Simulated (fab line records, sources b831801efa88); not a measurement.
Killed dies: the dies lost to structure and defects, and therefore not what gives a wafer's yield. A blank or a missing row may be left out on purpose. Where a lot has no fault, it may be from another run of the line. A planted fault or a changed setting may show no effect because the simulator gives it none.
fab line records	flow sky130	part 1 of 2: steps 1 to 41 of 42
[record] lots = 6	wafers = 18	last-day = 49
route steps=708 shown LDD_HVP@287 LDD_LDN@289 SPACER@304 POLY_CUT@307 SD_P@320 PAD_OPEN@708
lots untouched by any fault: they come from a run of this same line in which no faults occurred
start-h: hours from the record's opening day to when the first of the lot's shown wafers began	wait-h: how many hours have passed since the lot's step before this one	" identical to the entry in the row above	L1.1+2: one row covering several wafers at once	- no value, or no start was given	* or withheld: withheld	< > ~ a bound
route shown NAME@n: NAME is a module with steps in the file, n the number in the route of the first one	usual: mean/standard deviation taken from wafers without a fault	same: alike in all rows	chamber/n: place in a boat	sites: each site's reading	_std_site: the standard deviation of these	_edge_site: inner sites' mean taken away from outer sites' mean	radius-mm: for every site, how far away it sits from the centre of the wafer	mask NAME#n: copy n	behind: the tool/chamber that last shaped the wafer	hold: cause of the lot's hold/its duration in hours/its outcome	device: names the non-switching transistor (n, p or np)	end of line: tests of these same wafers at the route's end	where a step has no rows: the recipe by itself	killed: dies lost to structure and defects at the first sort, not the wafer's yield	map: shows each die of a wafer: x if killed, . if not, _ if none is there
set.NAME: the setting the step ran with; set.NAME@STEP: the setting that earlier step ran with	model.NAME: the simulator's own value behind a step, which no gauge read
lots at some steps of the route; a table a step, a row a wafer
services: from which hour (start-h, from the record's first day; less than 0 if before it) a tool's chamber was out of use, for how many hours, and why
[[steps]]
[step SKY_LDD_HVP_STRIP_09]
[recipe] chemistry = O2/N2	power-w = 1400	pressure-mtorr = 1500	platen-temp-c = withheld	o2-flow-sccm = 3000	n2-flow-sccm = 300	overash-fraction = 0.5
[usual] chamber-pressure-mTorr = 1499.9/1.5	drypump-motor-current-A = 5.7/0.35	oes-product-au = 0.408/0.0041	strip-time-to-endpoint-s = 4.133/0.014
lot.wafer	tool	chamber	start-h	wait-h	chamber-pressure-mTorr	drypump-motor-current-A	oes-product-au	rf-hours-counter-h	strip-time-to-endpoint-s
L504.1	plasma-asher-03	0	519.12	0.1	1499.2	5.5	0.408	34	4.115
L504.2	"	1	"	"	1499.8	5.6	0.406	34	4.159
L504.5	"	1	"	"	1498.8	5.6	0.404	-	4.132
L511.2	plasma-asher-04	0	581.08	0.1	1501.0	5.6	0.412	88	4.143
L511.3	"	0	"	"	1499.6	5.6	0.410	-	4.142
L511.5	"	0	"	"	1498.2	5.6	0.407	-	4.145
L512.2	plasma-asher-03	0	588.98	0.1	1502.1	5.5	0.407	41	4.131
L512.4	"	1	"	"	1499.3	5.6	0.409	-	4.149
L512.6	"	0	"	"	1501.7	5.5	0.409	-	4.127
L516.3	plasma-asher-04	0	625.20	0.1	1499.4	5.6	0.408	-	4.142
L516.4	"	1	"	"	1497.5	5.1	0.411	-	4.135
L516.5	"	1	"	"	1498.2	5.1	0.414	-	4.132
L517.2	plasma-asher-04	1	628.77	0.1	1498.2	5.1	0.407	93	4.127
L517.3	"	0	"	"	1498.3	5.6	0.413	-	4.110
L517.5	"	1	"	"	1499.1	5.2	0.409	-	4.131
L520.2	plasma-asher-04	1	645.78	0.1	1501.7	5.1	0.410	94	4.122
L520.3	"	1	"	"	1500.2	5.1	0.411	-	4.119
L520.5	"	0	"	"	1500.0	5.5	0.402	-	4.108
[step SKY_LDD_HVP_TW_MEAS_10]
[usual] LDD_HVP_TW = 458/3.4
lot.wafer	tool	chamber	start-h	wait-h	LDD_HVP_TW
L504.1	film-metro-04	-	519.22	0.1	461
L504.2	"	-	"	"	456
L504.5	"	-	"	"	460
L511.2	film-metro-04	-	581.19	0.1	458
L511.3	"	-	"	"	458
L511.5	"	-	"	"	458
L512.2	film-metro-01	-	589.09	0.1	456
L512.4	"	-	"	"	457
L512.6	"	-	"	"	455
L516.3	film-metro-02	-	625.29	0.1	449
L516.4	"	-	"	"	453
L516.5	"	-	"	"	453
L517.2	film-metro-04	-	628.88	0.1	459
L517.3	"	-	"	"	459
L517.5	"	-	"	"	459
L520.2	film-metro-01	-	645.89	0.1	467
L520.3	"	-	"	"	462
L520.5	"	-	"	"	464
[step SKY_LDD_LDN_DEHYDRATE_00]
[recipe] temp-c = 200	time-s = 60
[step SKY_LDD_LDN_HMDS_01]
[recipe] prime-time-s = 60	prime-temp-c = 120
[step SKY_LDD_LDN_COAT_02]
[recipe] resist = NOVOLAK	spin-rpm = 3000	resist-thk-nm = 1140
[step SKY_LDD_LDN_SOFTBAKE_03]
[recipe] temp-c = 90	time-s = 60	resist = NOVOLAK
[step SKY_LDD_LDN_EXPOSE_04]
[recipe] mask-id = LDNTM	na = 0.6	source-shape = conventional	sigma-outer = 0.6	polarization = unpolarized	target-cd-nm = 700	dose-mj = 140
[step SKY_LDD_LDN_PEB_05]
[recipe] temp-c = withheld	time-s = *	resist = NOVOLAK
[step SKY_LDD_LDN_DEVELOP_06]
[recipe] resist = NOVOLAK	developer = TMAH	develop-time-s = 60	dev-temp-c = 23
[step SKY_LDD_LDN_OVL_MEAS_07]
[usual] LDD_LDN_OVL = 0.3/1.3
lot.wafer	tool	chamber	start-h	wait-h	LDD_LDN_OVL[nm]
L504.1	overlay-02	-	549.08	0.1	-1.6
L504.2	"	-	"	"	-1.8
L504.5	"	-	"	"	-0.5
L511.2	overlay-02	-	609.50	0.1	2.0
L511.3	"	-	"	"	0.4
L511.5	"	-	"	"	-0.1
L512.2	overlay-01	-	618.55	0.1	-1.8
L512.4	"	-	"	"	-1.8
L512.6	"	-	"	"	-0.8
L516.3	overlay-01	-	654.10	0.1	1.4
L516.4	"	-	"	"	-3.0
L516.5	"	-	"	"	1.1
L517.2	overlay-01	-	657.85	0.1	0.6
L517.3	"	-	"	"	0.8
L517.5	"	-	"	"	2.3
L520.2	overlay-01	-	673.81	0.1	2.6
L520.3	"	-	"	"	-0.3
L520.5	"	-	"	"	1.5
[step SKY_LDD_LDN_IMPLANT_08]
[recipe] species = As	energy-kev = 15	dose-cm2 = 1.25e+13	tilt-deg = withheld	rotation-deg = 23
[step SKY_LDD_LDN_IMPLANT_09]
[recipe] species = As	energy-kev = 15	dose-cm2 = 1.25e+13	tilt-deg = withheld	rotation-deg = 113
[step SKY_LDD_LDN_IMPLANT_10]
[recipe] species = As	energy-kev = 15	dose-cm2 = 1.25e+13	tilt-deg = withheld	rotation-deg = 203
[usual] dose-ions-cm2 = 1.25e+13/1.4e+10	faraday-current-uA = 70.7/1.2
lot.wafer	tool	chamber	start-h	wait-h	dose-ions-cm2	faraday-current-uA
L504.1	implanter-02	0	549.42	0.1	1.2518e+13	69.9
L504.2	"	0	"	"	1.2508e+13	72.2
L504.5	"	0	"	"	1.2512e+13	73.0
L511.2	implanter-02	0	609.85	0.1	2.1989e+13	127.2
L511.3	"	0	"	"	2.1981e+13	125.5
L511.5	"	0	"	"	2.1993e+13	122.0
L512.2	implanter-02	0	618.90	0.1	2.197e+13	124.3
L512.4	"	0	"	"	2.1987e+13	121.8
L512.6	"	0	"	"	2.1989e+13	123.7
L516.3	implanter-04	0	654.48	0.1	1.2501e+13	70.1
L516.4	"	0	"	"	1.2512e+13	70.3
L516.5	"	0	"	"	1.2515e+13	72.7
L517.2	implanter-03	0	658.20	0.1	1.2477e+13	70.3
L517.3	"	0	"	"	1.2509e+13	71.4
L517.5	"	0	"	"	1.2507e+13	71.3
L520.2	implanter-04	0	674.16	0.1	1.25e+13	70.6
L520.3	"	0	"	"	1.2493e+13	69.6
L520.5	"	0	"	"	1.2506e+13	68.4
[step SKY_LDD_LDN_IMPLANT_11]
[recipe] species = As	energy-kev = 15	dose-cm2 = 1.25e+13	tilt-deg = withheld	rotation-deg = 293
[step SKY_LDD_LDN_STRIP_12]
[recipe] chemistry = O2/N2	power-w = 1400	pressure-mtorr = 1500	platen-temp-c = withheld	o2-flow-sccm = 3000	n2-flow-sccm = 300	overash-fraction = 0.5
[step SKY_LDD_LDN_TW_MEAS_13]
[usual] LDD_LDN_TW = 1484/6.6
lot.wafer	tool	chamber	start-h	wait-h	LDD_LDN_TW
L504.1	film-metro-03	-	549.82	0.1	1495
L504.2	"	-	"	"	1485
L504.5	"	-	"	"	1492
L511.2	film-metro-01	-	610.24	0.1	1574
L511.3	"	-	"	"	1564
L511.5	"	-	"	"	1566
L512.2	film-metro-03	-	619.29	0.1	1565
L512.4	"	-	"	"	1554
L512.6	"	-	"	"	1560
L516.3	film-metro-04	-	654.85	0.1	1485
L516.4	"	-	"	"	1489
L516.5	"	-	"	"	1482
L517.2	film-metro-01	-	658.59	0.1	1484
L517.3	"	-	"	"	1493
L517.5	"	-	"	"	1491
L520.2	film-metro-03	-	674.55	0.1	1476
L520.3	"	-	"	"	1482
L520.5	"	-	"	"	1485
[step SKY_LDD_LDN_CLEAN_14]
[recipe] chemistry = SC1/SC2	mix = 1:4:20	temp-c = 70	time-s = 150	dry = n2-spin
[step SKY_SPACER_CVD_00]
[recipe] material = Si3N4	precursor = DCS/NH3	target-thk-nm = 43.1	temp-c = 770	time-s = 740	pressure-mtorr = 250
[step SKY_SPACER_THK_MEAS_01]
[recipe] reads = Si3N4_of_SPACER_CVD_00
[usual] SPACER_CVD_00_THK = 43.0/0.43
lot.wafer	tool	chamber	start-h	wait-h	SPACER_CVD_00_THK[nm]
L504.1	film-metro-01	-	553.46	0.0	42.9
L504.2	"	-	"	"	43.0
L504.5	"	-	"	"	43.3
L511.2	film-metro-03	-	612.61	0.0	43.5
L511.3	"	-	"	"	43.5
L511.5	"	-	"	"	43.2
L512.2	film-metro-03	-	621.21	0.0	42.8
L512.4	"	-	"	"	42.9
L512.6	"	-	"	"	43.1
L516.3	film-metro-01	-	656.17	0.0	43.4
L516.4	"	-	"	"	43.1
L516.5	"	-	"	"	43.2
L517.2	film-metro-01	-	659.90	0.0	43.4
L517.3	"	-	"	"	43.2
L517.5	"	-	"	"	43.3
L520.2	film-metro-03	-	675.87	0.0	42.4
L520.3	"	-	"	"	42.5
L520.5	"	-	"	"	42.6
[step SKY_SPACER_ETCHBACK_02]
[recipe] chemistry = CH3F/O2	target = Si3N4	stop-on = SiO2	source-w = 400	bias-w = 80	pressure-mtorr = 25	ch3f-flow-sccm = 40	O2_flow_sccm = 30	time-s = 46.7	target-depth-a = 450
[usual] chamber-pressure-mTorr = 24.999/0.023	drypump-motor-current-A = 5.6/0.51	oes-product-au = 0.854/0.0062	throttle-valve-pct = 10.563/0.0097
lot.wafer	tool	chamber	start-h	wait-h	chamber-pressure-mTorr	drypump-motor-current-A	oes-product-au	rf-hours-counter-h	throttle-valve-pct
L504.1	rie-diel-02	3	553.52	0.1	24.967	5.9	0.848	59	10.562
L504.2	"	0	"	"	24.996	5.2	0.848	23	10.563
L504.5	"	1	"	"	25.017	4.9	0.856	-	10.569
L511.2	rie-diel-03	0	612.66	0.0	24.977	5.3	0.857	15	10.568
L511.3	"	1	"	"	25.001	6.0	0.864	29	10.560
L511.5	"	0	"	"	25.005	5.3	0.857	-	10.559
L512.2	rie-diel-03	1	621.26	0.0	25.023	6.0	0.857	29	10.564
L512.4	"	0	"	"	24.993	5.3	0.854	-	10.558
L512.6	"	1	"	"	24.988	6.0	0.862	-	10.570
L516.3	rie-diel-03	3	656.21	0.0	25.042	6.4	0.858	49	10.561
L516.4	"	3	"	"	24.984	6.4	0.859	-	10.556
L516.5	"	0	"	"	25.019	5.2	0.859	-	10.562
L517.2	rie-diel-03	1	659.95	0.0	25.045	6.0	0.859	30	10.570
L517.3	"	0	"	"	25.033	5.2	0.849	16	10.572
L517.5	"	0	"	"	24.991	5.3	0.860	-	10.564
L520.2	rie-diel-04	3	675.92	0.0	25.038	5.3	0.839	0	10.550
L520.3	"	0	"	"	25.009	5.7	0.847	15	10.568
L520.5	"	2	"	"	25.028	5.0	0.854	-	10.568
[step SKY_POLY_CUT_DEHYDRATE_00]
[recipe] temp-c = 200	time-s = 60
[step SKY_POLY_CUT_HMDS_01]
[recipe] prime-time-s = 60	prime-temp-c = 120
[step SKY_POLY_CUT_COAT_02]
[recipe] resist = BARC	temp-c = withheld	time-s = withheld	spin-rpm = 3000	resist-thk-nm = 60
[step SKY_POLY_CUT_COAT_03]
[recipe] resist = KrF-thick	spin-rpm = 3000	resist-thk-nm = 450
[step SKY_POLY_CUT_SOFTBAKE_04]
[recipe] temp-c = 100	time-s = 90	resist = KrF-thick
[step SKY_POLY_CUT_EXPOSE_05]
[recipe] mask-id = NPCM	na = 0.8	source-shape = annular	sigma-inner = 0.55	sigma-outer = 0.85	target-cd-nm = 270	dose-mj = 32
[step SKY_POLY_CUT_PEB_06]
[recipe] peb-temp-c = withheld	peb-time-s = withheld	resist = KrF-thick
[step SKY_POLY_CUT_DEVELOP_07]
[recipe] develop-time-s = 60	resist = KrF-thick	dev-temp-c = 21
[step SKY_POLY_CUT_CD_MEAS_08]
[recipe] target-cd-nm = 270
[usual] cd-nm = 269.8/1.5
lot.wafer	tool	chamber	start-h	wait-h	cd-nm
L504.1	cd-sem-02	-	583.04	-	272.6
L504.2	"	-	"	"	272.5
L504.5	"	-	"	"	271.1
L511.2	cd-sem-01	-	641.22	-	271.7
L511.3	"	-	"	"	272.4
L511.5	"	-	"	"	270.7
L512.2	cd-sem-01	-	651.00	-	267.9
L512.4	"	-	"	"	268.6
L512.6	"	-	"	"	268.1
L516.3	cd-sem-01	-	684.39	-	269.1
L516.4	"	-	"	"	269.2
L516.5	"	-	"	"	269.7
L517.2	cd-sem-02	-	688.31	-	270.3
L517.3	"	-	"	"	270.6
L517.5	"	-	"	"	269.2
L520.2	cd-sem-01	-	704.51	-	272.4
L520.3	"	-	"	"	271.9
L520.5	"	-	"	"	272.8
[step SKY_POLY_CUT_OVL_MEAS_09]
[usual] POLY_CUT_OVL = -1/5
lot.wafer	tool	chamber	start-h	wait-h	POLY_CUT_OVL[nm]
L504.1	overlay-02	-	583.16	0.1	-1
L504.2	"	-	"	"	4
L504.5	"	-	"	"	0
L511.2	overlay-01	-	641.33	0.1	-3
L511.3	"	-	"	"	2
L511.5	"	-	"	"	-7
L512.2	overlay-02	-	651.10	0.1	2
L512.4	"	-	"	"	1
L512.6	"	-	"	"	3
L516.3	overlay-01	-	684.49	0.1	1
L516.4	"	-	"	"	-1
L516.5	"	-	"	"	-2
L517.2	overlay-02	-	688.42	0.1	-1
L517.3	"	-	"	"	-9
L517.5	"	-	"	"	-2
L520.2	overlay-01	-	704.62	0.1	1
L520.3	"	-	"	"	-2
L520.5	"	-	"	"	-6
[step SKY_POLY_CUT_ETCH_10]
[recipe] chemistry = N2/H2	target = BARC	ion-energy-ev = 200	source-w = 500	bias-w = 100	pressure-mtorr = 30	n2-flow-sccm = 100	h2-flow-sccm = 200	stop-on = SiO2	time-s = 45.9	target-depth-a = 600
[usual] chamber-pressure-mTorr = 29.999/0.026	drypump-motor-current-A = 5.5/0.48	oes-product-au = 0.854/0.0045	throttle-valve-pct = 13.226/0.009
lot.wafer	tool	chamber	start-h	wait-h	chamber-pressure-mTorr	drypump-motor-current-A	oes-product-au	rf-hours-counter-h	throttle-valve-pct
L504.1	rie-diel-02	1	583.20	0.0	29.987	4.9	0.852	10	13.229
L504.2	"	3	"	"	29.944	5.9	0.856	60	13.222
L504.5	"	2	"	"	29.962	6.4	0.851	-	13.240
L511.2	rie-diel-01	2	641.36	0.0	29.988	5.4	0.860	7	13.227
L511.3	"	1	"	"	30.036	6.1	0.850	6	13.220
L511.5	"	1	"	"	30.015	6.1	0.853	-	13.230
L512.2	rie-diel-04	1	651.13	0.0	29.975	5.4	0.847	1	13.213
L512.4	"	2	"	"	30.022	5.1	0.852	-	13.230
L512.6	"	2	"	"	29.986	5.0	0.852	-	13.205
L516.3	rie-diel-02	3	684.51	0.0	30.017	5.9	0.854	0	13.224
L516.4	"	1	"	"	30.033	4.9	0.852	12	13.214
L516.5	"	1	"	"	30.025	4.9	0.859	-	13.234
L517.2	rie-diel-01	2	688.45	0.0	29.995	5.4	0.853	8	13.231
L517.3	"	0	"	"	30.046	5.5	0.853	39	13.230
L517.5	"	3	"	"	30.024	6.0	0.851	-	13.224
L520.2	rie-diel-04	1	704.65	0.0	30.034	5.4	0.863	2	13.225
L520.3	"	3	"	"	30.003	5.3	0.851	1	13.231
L520.5	"	1	"	"	29.996	5.4	0.854	-	13.221
[step SKY_POLY_CUT_ETCH_11]
[recipe] target = Si3N4	chemistry = CF4/CH2F2/Ar	stop-on = poly-Si	source-w = 600	bias-w = 150	pressure-mtorr = 40	cf4-flow-sccm = 40	ch2f2-flow-sccm = 20	Ar_flow_sccm = 150	time-s = 42.5	target-depth-a = 600
[usual] chamber-pressure-mTorr = 40.00/0.035	drypump-motor-current-A = 5.5/0.48	oes-product-au = 0.830/0.0064	throttle-valve-pct = 14.994/0.01
lot.wafer	tool	chamber	start-h	wait-h	chamber-pressure-mTorr	drypump-motor-current-A	oes-product-au	rf-hours-counter-h	throttle-valve-pct
L504.1	rie-diel-02	1	583.24	0.0	40.05	4.9	0.831	10	15.005
L504.2	"	3	"	"	40.00	5.9	0.826	60	14.997
L504.5	"	2	"	"	39.99	6.4	0.838	-	14.998
L511.2	rie-diel-01	2	641.40	0.0	40.04	5.4	0.831	7	14.980
L511.3	"	1	"	"	39.98	6.1	0.830	6	15.000
L511.5	"	1	"	"	39.99	6.1	0.824	-	14.995
L512.2	rie-diel-04	1	651.20	0.0	40.06	5.4	0.833	1	14.992
L512.4	"	2	"	"	40.04	5.0	0.832	-	14.987
L512.6	"	2	"	"	39.98	5.1	0.831	-	14.992
L516.3	rie-diel-02	3	684.55	0.0	39.97	5.9	0.835	0	14.980
L516.4	"	1	"	"	40.06	4.9	0.827	12	14.996
L516.5	"	1	"	"	40.01	4.9	0.832	-	14.996
L517.2	rie-diel-01	2	688.49	0.0	40.00	5.4	0.832	8	14.981
L517.3	"	0	"	"	39.99	5.5	0.825	39	15.008
L517.5	"	3	"	"	40.01	6.1	0.824	-	14.976
L520.2	rie-diel-04	1	704.69	0.0	39.96	5.4	0.825	2	14.984
L520.3	"	3	"	"	39.97	5.3	0.829	1	15.001
L520.5	"	1	"	"	39.95	5.4	0.823	-	14.993
[step SKY_POLY_CUT_STRIP_12]
[recipe] chemistry = O2/N2	power-w = 1400	pressure-mtorr = 1500	platen-temp-c = withheld	o2-flow-sccm = 3000	n2-flow-sccm = 300	overash-fraction = 0.5
[usual] chamber-pressure-mTorr = 1500.0/1.3	drypump-motor-current-A = 5.8/0.36	oes-product-au = 0.453/0.0046	strip-time-to-endpoint-s = 5.355/0.015
lot.wafer	tool	chamber	start-h	wait-h	chamber-pressure-mTorr	drypump-motor-current-A	oes-product-au	rf-hours-counter-h	strip-time-to-endpoint-s
L504.1	plasma-asher-01	1	583.28	0.0	1501.3	5.9	0.462	14	5.373
L504.2	"	0	"	"	1498.5	6.3	0.456	14	5.340
L504.5	"	1	"	"	1501.0	5.9	0.455	-	5.342
L511.2	plasma-asher-04	1	641.44	0.0	1501.6	5.1	0.450	94	5.331
L511.3	"	1	"	"	1499.0	5.1	0.468	-	5.339
L511.5	"	1	"	"	1500.6	5.1	0.449	-	5.335
L512.2	plasma-asher-01	0	651.26	0.0	1499.0	6.2	0.454	21	5.365
L512.4	"	1	"	"	1500.1	5.9	0.453	-	5.360
L512.6	"	1	"	"	1499.6	5.9	0.456	-	5.387
L516.3	plasma-asher-04	0	684.63	0.1	1499.6	5.6	0.454	-	5.378
L516.4	"	1	"	"	1499.7	5.1	0.450	-	5.369
L516.5	"	1	"	"	1498.8	5.1	0.452	-	5.356
L517.2	plasma-asher-01	1	688.53	0.0	1499.3	5.9	0.447	25	5.347
L517.3	"	1	"	"	1500.6	5.9	0.454	-	5.353
L517.5	"	0	"	"	1498.4	6.2	0.456	-	5.351
L520.2	plasma-asher-01	0	704.73	0.0	1500.8	6.2	0.455	27	5.343
L520.3	"	1	"	"	1498.2	5.9	0.460	-	5.344
L520.5	"	0	"	"	1499.4	6.2	0.448	-	5.331
[step SKY_SD_P_DEHYDRATE_00]
[recipe] temp-c = 200	time-s = 60
[step SKY_SD_P_HMDS_01]
[recipe] prime-time-s = 60	prime-temp-c = 119.5
[step SKY_SD_P_COAT_02]
[recipe] resist = NOVOLAK	spin-rpm = 3000	resist-thk-nm = 1140
[step SKY_SD_P_SOFTBAKE_03]
[recipe] temp-c = 90	time-s = 60	resist = NOVOLAK
[step SKY_SD_P_EXPOSE_04]
[recipe] mask-id = PSDM	na = 0.6	source-shape = conventional	sigma-outer = 0.6	polarization = unpolarized	target-cd-nm = 380	dose-mj = 138
[step SKY_SD_P_PEB_05]
[recipe] temp-c = withheld	time-s = *	resist = NOVOLAK
[step SKY_SD_P_DEVELOP_06]
[recipe] resist = NOVOLAK	developer = TMAH	develop-time-s = 60	dev-temp-c = 24.15
lot.wafer	tool	chamber	start-h	wait-h	model.SD_P.cd-nm
L504.1	litho-track-01	0	611.78	0.1	381.5
L504.2	"	0	"	"	382.3
L504.5	"	0	"	"	381.1
L511.2	litho-track-03	0	669.80	0.1	394.6
L511.3	"	0	"	"	394.5
L511.5	"	0	"	"	394.9
L512.2	litho-track-03	0	678.70	0.1	391.9
L512.4	"	0	"	"	394.9
L512.6	"	0	"	"	390.1
L516.3	litho-track-03	0	712.48	0.1	379.5
L516.4	"	0	"	"	380.4
L516.5	"	0	"	"	378.7
L517.2	litho-track-04	0	716.53	0.1	378.5
L517.3	"	0	"	"	381.8
L517.5	"	0	"	"	378.1
L520.2	litho-track-01	0	730.71	0.1	386.7
L520.3	"	0	"	"	385.3
L520.5	"	0	"	"	386
[step SKY_SD_P_CD_MEAS_07]
[recipe] target-cd-nm = 380
[usual] cd-nm = 380.6/2.4
lot.wafer	tool	chamber	start-h	wait-h	cd-nm
L504.1	cd-sem-02	-	611.93	0.1	381.5
L504.2	"	-	"	"	382.2
L504.5	"	-	"	"	381.0
L511.2	cd-sem-02	-	669.95	0.1	394.4
L511.3	"	-	"	"	394.3
L511.5	"	-	"	"	395.0
L512.2	cd-sem-01	-	678.85	0.1	391.8
L512.4	"	-	"	"	394.8
L512.6	"	-	"	"	389.9
L516.3	cd-sem-01	-	712.62	0.1	379.7
L516.4	"	-	"	"	380.6
L516.5	"	-	"	"	378.6
L517.2	cd-sem-02	-	716.67	0.1	378.5
L517.3	"	-	"	"	381.8
L517.5	"	-	"	"	377.9
L520.2	cd-sem-02	-	730.85	0.1	387.0
L520.3	"	-	"	"	385.0
L520.5	"	-	"	"	386.0
[[key]]
[first-sign] step = SKY_LDD_LDN_IMPLANT_10	reading = dose-ions-cm2	direction = up	sigmas = 99+	usual = *	struck = *
[effect] step = SKY_LDD_LDN_IMPLANT_10	reading = faraday-current-uA	direction = up	sigmas = 43	usual = 70.7	struck = 124.1
[effect] step = SKY_LDD_LDN_TW_MEAS_13	reading = LDD_LDN_TW	direction = up	sigmas = 12	usual = 1484	struck = 1564
[model-effect] step = SKY_SD_P_DEVELOP_06	value = SD_P.cd-nm	without = 379.6	struck = 393.5
[model-effect] step = SKY_PAD_OPEN_PROBE_99	value = etest.tip-sonos.rs-ohm-sq	without = 2707	struck = 2454
met-at SKY_LDD_LDN_IMPLANT_10
struck-wafers L511.2,L511.3,L511.5,L512.2,L512.4,L512.6
tester-left-out L511,L512
[loop-trim] step = SKY_SD_P_EXPOSE_04	setting = dose	lots = L511,L512
onset-between 549.42 609.85
[fault] kind = process-parameter-drift	tool = implanter-02	chamber = -	onset-h = 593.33	steps = SKY_LDD_LDN_IMPLANT_10	channel = dose-cm2	offset = *	shape = step	end-h = 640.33	acts-in = *	stated = *
// tester-left-out: of these lots the tester's yield and bins aren't shown, on N5 and GAA mostly nor the transistor test; their killed dies are dies lost to structure and defects alone, not to doping, threshold or leakage, so they don't give the yield
// loop-trim: a control loop set the setting to another value than it would have without faults
